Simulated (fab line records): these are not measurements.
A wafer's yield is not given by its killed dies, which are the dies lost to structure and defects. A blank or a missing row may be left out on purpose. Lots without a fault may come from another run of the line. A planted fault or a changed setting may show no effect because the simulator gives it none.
fab line records	flow gf180mcu
record: lots: 14	wafers: 42	lastDay: 34
route steps=602 shown HV_LDD@183 PSD@250 SAB@274
lots with no fault: from the same line, run without faults
startH: hours from the record's opening day to when the first of the lot's shown wafers began	waitH: hours from the lot's prior step to this one	" the same as in the row above	L1.1+2: several wafers, shown together as one row	- no value present, or no start provided	* or withheld: withheld	< > ~ a bound
route shown NAME@n: a module of which the file shows steps, and the number in the route of the first	usual: mean and standard deviation over wafers with no fault	same: alike in all rows	chamber/n: place in a boat	sites: per-site readings	_std_site: how widely they spread, as a standard deviation	_edge_site: inner sites' mean taken away from outer sites' mean	radiusMm: for every site, how far away it sits from the centre of the wafer	mask NAME#n: copy n	behind: the most recent tool/chamber to have shaped the wafer	hold: reason for holding the lot/hours on hold/outcome of the hold	device: which transistor (n, p or np) failed to switch	end of line: the route-end tests of the same wafers	step lacking rows: just its recipe	killed: count of dies lost to structure and defects at first sort (not the wafer's yield)	map: dies across one wafer; x = killed, . = not, _ = none there
set.NAME: the setting that was run; set.NAME@STEP: the one run at that earlier step	model.NAME: the simulator's own value behind a step, which no gauge read
one table for each step of the route and one row for each wafer, over a sample of lots
services: from which hour (startH, from the record's first day; less than 0 if before it) a tool's chamber was out of use, for how many hours, and why
== steps ==
step: GF_HV_LDD_CD_MEAS_07
recipe: targetCdNm: 400
usual: cdNm: 399.8/2.3
lot.wafer	tool	chamber	startH	waitH	cdNm
L550.3	cdSem-02	-	223.50	0.1	401.9
L550.5	"	-	"	"	402.2
L550.6	"	-	"	"	402.3
L551.2	cdSem-01	-	230.95	0.1	399.8
L551.5	"	-	"	"	401.5
L551.6	"	-	"	"	403.0
L552.2	cdSem-01	-	231.25	0.1	395.3
L552.3	"	-	"	"	396.5
L552.6	"	-	"	"	394.6
L555.1	cdSem-02	-	268.12	0.1	397.0
L555.2	"	-	"	"	397.3
L555.5	"	-	"	"	398.4
L557.1	cdSem-02	-	272.28	0.1	398.1
L557.2	"	-	"	"	397.6
L557.3	"	-	"	"	398.3
L562.1	cdSem-02	-	305.21	0.1	396.8
L562.4	"	-	"	"	395.0
L562.5	"	-	"	"	397.0
L563.1	cdSem-01	-	305.81	0.1	395.2
L563.3	"	-	"	"	398.2
L563.4	"	-	"	"	396.9
L564.3	cdSem-01	-	322.91	0.1	396.7
L564.4	"	-	"	"	398.0
L564.6	"	-	"	"	398.0
L565.1	cdSem-02	-	337.57	0.1	399.7
L565.3	"	-	"	"	399.9
L565.5	"	-	"	"	401.9
L569.1	cdSem-02	-	352.83	0.1	398.5
L569.2	"	-	"	"	400.6
L569.5	"	-	"	"	397.2
L568.2	cdSem-01	-	353.15	0.1	397.4
L568.3	"	-	"	"	398.2
L568.6	"	-	"	"	398.6
L570.2	cdSem-01	-	375.60	0.1	395.9
L570.3	"	-	"	"	398.1
L570.6	"	-	"	"	396.1
L572.1	cdSem-02	-	380.53	0.1	400.1
L572.2	"	-	"	"	398.1
L572.6	"	-	"	"	400.0
L571.1	cdSem-01	-	381.01	0.1	402.2
L571.3	"	-	"	"	400.7
L571.4	"	-	"	"	401.8
step: GF_HV_LDD_STRIP_22
recipe: chemistry: O2/N2	powerW: 1400	pressureMtorr: 1500	platenTempC: 250	o2FlowSccm: 3000	n2FlowSccm: 300	overashFraction: 0.5
usual: drypumpMotorCurrentA: 5.7/0.36	heaterPowerW: 333/18	oesProductAu: 0.716/0.0043	platenTempC: 250.00/0.18	stripTimeToEndpointS: 12.632/0.026
lot.wafer	tool	chamber	startH	waitH	drypumpMotorCurrentA	heaterPowerW	oesProductAu	platenTempC	rfHoursCounterH	stripTimeToEndpointS
L550.3	plasmaAsher-04	1	242.12	0.1	5.1	336	0.714	249.82	-	12.643
L550.5	"	1	"	"	5.1	343	0.715	249.79	-	12.636
L550.6	"	0	"	"	5.8	305	0.717	250.00	-	12.646
L551.2	plasmaAsher-02	1	249.69	0.1	5.6	316	0.710	249.86	48	12.655
L551.5	"	0	"	"	6.2	348	0.716	250.23	-	12.627
L551.6	"	1	"	"	5.6	329	0.724	250.10	-	12.645
L552.2	plasmaAsher-04	0	249.73	0.1	5.8	304	0.719	250.01	63	12.631
L552.3	"	1	"	"	5.1	333	0.714	249.94	-	12.647
L552.6	"	0	"	"	5.8	303	0.717	249.93	-	12.633
L555.1	plasmaAsher-03	1	286.91	0.1	5.3	327	0.713	249.72	17	12.654
L555.2	"	0	"	"	6.0	369	0.718	249.65	17	12.635
L555.5	"	0	"	"	6.0	370	0.708	249.87	-	12.621
L557.1	plasmaAsher-03	1	291.41	0.1	5.3	339	0.721	250.12	17	12.666
L557.2	"	0	"	"	6.0	366	0.719	250.07	17	12.676
L557.3	"	0	"	"	6.0	364	0.718	250.21	-	12.640
L562.1	plasmaAsher-04	0	324.84	0.1	5.8	300	0.717	249.52	71	12.612
L562.4	"	0	"	"	5.8	303	0.712	249.77	-	12.620
L562.5	"	1	"	"	5.2	333	0.729	250.13	-	12.622
L563.1	plasmaAsher-03	1	325.56	0.1	5.3	335	0.715	250.18	21	12.593
L563.3	"	0	"	"	6.0	372	0.715	250.16	-	12.639
L563.4	"	1	"	"	5.3	351	0.717	250.09	-	12.651
L564.3	plasmaAsher-04	0	343.62	0.1	5.8	306	0.713	249.57	-	12.632
L564.4	"	1	"	"	5.1	340	0.716	249.99	-	12.659
L564.6	"	0	"	"	5.8	302	0.722	250.17	-	12.654
L565.1	plasmaAsher-02	0	359.46	0.1	6.2	345	0.715	249.99	60	12.583
L565.3	"	0	"	"	6.2	333	0.710	249.89	-	12.592
L565.5	"	0	"	"	6.2	342	0.712	249.74	-	12.591
L569.1	plasmaAsher-04	0	375.33	0.1	5.8	305	0.723	250.10	77	12.643
L569.2	"	1	"	"	5.2	341	0.719	249.96	77	12.656
L569.5	"	1	"	"	5.1	334	0.713	250.26	-	12.628
L568.2	plasmaAsher-02	0	375.58	0.1	6.2	344	0.719	249.97	61	12.615
L568.3	"	0	"	"	6.2	343	0.717	250.35	-	12.638
L568.6	"	0	"	"	6.2	341	0.716	250.34	-	12.625
L570.2	plasmaAsher-02	1	399.18	0.1	5.7	318	0.713	250.11	64	12.598
L570.3	"	0	"	"	6.1	349	0.717	249.71	-	12.644
L570.6	"	0	"	"	6.2	334	0.710	249.65	-	12.571
L572.1	plasmaAsher-04	1	403.13	0.1	5.1	340	0.714	249.76	80	12.627
L572.2	"	0	"	"	5.8	306	0.721	250.01	80	12.664
L572.6	"	1	"	"	5.2	335	0.718	249.99	-	12.621
L571.1	plasmaAsher-02	0	404.33	0.1	6.2	340	0.712	250.32	65	12.637
L571.3	"	1	"	"	5.6	327	0.719	250.00	-	12.641
L571.4	"	0	"	"	6.2	344	0.720	250.22	-	12.626
step: GF_PSD_COAT_02
recipe: resist: NOVOLAK	spinRpm: 3000	resistThkNm: 1000
usual: chillPlateTempC: 23.00/0.099	dispensePressureKPa: 49.8/2.7	resistLineTempC: 22.97/0.11
lot.wafer	tool	chamber	startH	waitH	chillPlateTempC	dispensePressureKPa	resistLineTempC
L550.3	lithoTrack-01	0	312.43	0.1	22.74	47.3	22.95
L550.5	"	0	"	"	22.95	47.3	22.97
L550.6	"	0	"	"	22.91	47.2	22.99
L551.2	lithoTrack-04	0	318.70	0.1	22.89	53.2	23.03
L551.5	"	0	"	"	22.86	53.2	22.93
L551.6	"	0	"	"	22.70	53.2	22.82
L552.2	lithoTrack-04	0	319.30	0.1	23.04	53.3	22.85
L552.3	"	0	"	"	23.03	53.2	23.05
L552.6	"	0	"	"	23.08	53.3	22.98
L555.1	lithoTrack-01	-	361.73	0.1	-	-	-
L555.2	"	-	"	"	-	-	-
L555.5	"	-	"	"	-	-	-
L557.1	lithoTrack-02	-	367.33	0.1	-	-	-
L557.2	"	-	"	"	-	-	-
L557.3	"	-	"	"	-	-	-
L562.1	lithoTrack-01	0	402.78	0.1	23.04	47.3	23.04
L562.4	"	0	"	"	23.18	47.3	23.00
L562.5	"	0	"	"	23.17	47.3	23.08
L563.1	lithoTrack-01	0	404.33	0.1	23.06	47.3	23.03
L563.3	"	0	"	"	22.98	47.3	22.96
L563.4	"	0	"	"	22.99	47.3	22.97
L564.3	lithoTrack-01	0	425.88	0.1	22.89	47.3	23.08
L564.4	"	0	"	"	23.06	47.3	22.70
L564.6	"	0	"	"	22.88	47.3	22.93
L565.1	lithoTrack-02	0	443.18	0.1	23.03	48.3	23.01
L565.3	"	0	"	"	22.88	48.3	23.01
L565.5	"	0	"	"	23.02	48.3	22.84
L569.1	lithoTrack-04	0	464.27	0.1	22.87	53.2	23.20
L569.2	"	0	"	"	22.88	53.2	23.03
L569.5	"	0	"	"	22.97	53.2	22.98
L568.2	lithoTrack-02	0	465.16	0.1	22.83	48.3	22.86
L568.3	"	0	"	"	23.05	48.3	22.83
L568.6	"	0	"	"	22.89	48.3	23.01
L570.2	lithoTrack-01	0	488.60	0.1	23.16	47.3	23.13
L570.3	"	0	"	"	23.16	47.3	23.07
L570.6	"	0	"	"	22.95	47.3	22.77
L572.1	lithoTrack-04	0	492.57	0.1	23.07	53.2	23.15
L572.2	"	0	"	"	22.88	53.2	22.91
L572.6	"	0	"	"	23.02	53.2	22.88
L571.1	lithoTrack-01	0	494.63	0.1	23.02	47.3	22.78
L571.3	"	0	"	"	23.14	47.3	22.90
L571.4	"	0	"	"	23.12	47.3	22.93
step: GF_PSD_CD_MEAS_07
recipe: targetCdNm: 400
usual: cdNm: 400.0/2.3
lot.wafer	tool	chamber	startH	waitH	cdNm
L550.3	cdSem-01	-	322.68	0.1	401.2
L550.5	"	-	"	"	401.8
L550.6	"	-	"	"	400.6
L551.2	cdSem-01	-	328.34	0.1	400.4
L551.5	"	-	"	"	401.0
L551.6	"	-	"	"	399.7
L552.2	cdSem-02	-	329.11	0.1	401.7
L552.3	"	-	"	"	401.3
L552.6	"	-	"	"	401.2
L555.1	cdSem-01	-	372.87	0.1	-
L555.2	"	-	"	"	-
L555.5	"	-	"	"	-
L557.1	cdSem-02	-	378.42	0.1	-
L557.2	"	-	"	"	-
L557.3	"	-	"	"	-
L562.1	cdSem-02	-	414.93	0.1	397.8
L562.4	"	-	"	"	396.7
L562.5	"	-	"	"	393.9
L563.1	cdSem-02	-	416.57	0.1	398.3
L563.3	"	-	"	"	400.3
L563.4	"	-	"	"	400.2
L564.3	cdSem-02	-	437.57	0.1	396.5
L564.4	"	-	"	"	397.4
L564.6	"	-	"	"	397.8
L565.1	cdSem-01	-	455.78	0.1	403.6
L565.3	"	-	"	"	404.0
L565.5	"	-	"	"	403.9
L569.1	cdSem-01	-	476.58	0.1	397.7
L569.2	"	-	"	"	398.3
L569.5	"	-	"	"	397.4
L568.2	cdSem-02	-	477.80	0.1	403.1
L568.3	"	-	"	"	400.8
L568.6	"	-	"	"	403.5
L570.2	cdSem-01	-	500.59	0.1	402.5
L570.3	"	-	"	"	401.8
L570.6	"	-	"	"	400.5
L572.1	cdSem-01	-	504.63	0.1	398.6
L572.2	"	-	"	"	402.2
L572.6	"	-	"	"	400.2
L571.1	cdSem-02	-	506.57	0.1	395.3
L571.3	"	-	"	"	397.1
L571.4	"	-	"	"	398.1
step: GF_SAB_OVL_MEAS_10
usual: SAB_OVL: 0.6/1.5
lot.wafer	tool	chamber	startH	waitH	SAB_OVL[nm]
L550.3	overlay-01	-	343.47	0.1	3.1
L550.5	"	-	"	"	3.8
L550.6	"	-	"	"	1.1
L551.2	overlay-02	-	350.32	0.1	1.6
L551.5	"	-	"	"	-0.1
L551.6	"	-	"	"	2.0
L552.2	overlay-01	-	350.91	0.1	-1.1
L552.3	"	-	"	"	2.8
L552.6	"	-	"	"	1.4
L555.1	overlay-01	-	396.30	0.1	-0.3
L555.2	"	-	"	"	0.3
L555.5	"	-	"	"	0.3
L557.1	overlay-01	-	401.35	0.1	1.5
L557.2	"	-	"	"	2.5
L557.3	"	-	"	"	-0.6
L562.1	overlay-01	-	439.55	0.1	2.0
L562.4	"	-	"	"	0.5
L562.5	"	-	"	"	5.0
L563.1	overlay-02	-	442.20	0.1	1.3
L563.3	"	-	"	"	-0.6
L563.4	"	-	"	"	0.3
L564.3	overlay-01	-	463.07	0.1	-0.4
L564.4	"	-	"	"	1.0
L564.6	"	-	"	"	-0.5
L565.1	overlay-01	-	480.55	0.1	-0.7
L565.3	"	-	"	"	0.8
L565.5	"	-	"	"	-1.3
L569.1	overlay-01	-	501.15	0.1	-3.3
L569.2	"	-	"	"	1.2
L569.5	"	-	"	"	-0.5
L568.2	overlay-02	-	502.21	0.1	0.2
L568.3	"	-	"	"	-0.6
L568.6	"	-	"	"	0.5
L570.2	overlay-01	-	524.41	0.1	-2.1
L570.3	"	-	"	"	0.5
L570.6	"	-	"	"	-1.4
L572.1	overlay-01	-	528.72	0.1	0.2
L572.2	"	-	"	"	1.5
L572.6	"	-	"	"	2.1
L571.1	overlay-01	-	530.25	0.1	2.5
L571.3	"	-	"	"	0.4
L571.4	"	-	"	"	1.4
== services ==
tool	chamber	startH	hours	kind
plasmaAsher-04	-	293.83	0.4	repair
lithoTrack-01	-	296.92	-	consumableReplace:filter
lithoTrack-02	-	347.24	-	consumableReplace:filter
plasmaAsher-03	-	362.47	0.9	repair
plasmaAsher-02	-	401.81	0.3	repair
plasmaAsher-04	-	421.25	9.0	pm
plasmaAsher-04	0	421.25	9.0	ventCycle
plasmaAsher-04	1	421.25	9.0	ventCycle
plasmaAsher-04	0	430.25	-	clean
plasmaAsher-04	1	430.25	-	clean
plasmaAsher-03	-	458.22	2.8	pm
== key ==
firstSign: step: GF_PSD_COAT_02	reading: toolRecord	direction: missing
effect: step: GF_PSD_CD_MEAS_07	reading: cdNm	direction: missing
metAt GF_PSD_COAT_02
struckLots L555,L557
sortLeftOut L555.1,L555.2,L555.5,L557.1,L557.2,L557.3
testerLeftOut L555,L557
notActingAt GF_HV_LDD_CD_MEAS_07,GF_HV_LDD_STRIP_22,GF_SAB_OVL_MEAS_10
onsetBetween 312.43 361.73
fault: kind: skippedStepWhole	tool: lithoTrack-01,lithoTrack-02	chamber: -	onsetH: 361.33	steps: GF_PSD_COAT_02	scope: struckLotsOnly
testerLeftOut: of these lots the tester's yield and bins aren't shown, on N5 and GAA mostly nor the transistor test; their killed dies are dies lost to structure and defects alone, not to doping, threshold or leakage, so they don't give the yield
sortLeftOut: the simulated sort isn't trusted on such a fault, so these wafers' sort isn't shown, and their yield isn't known
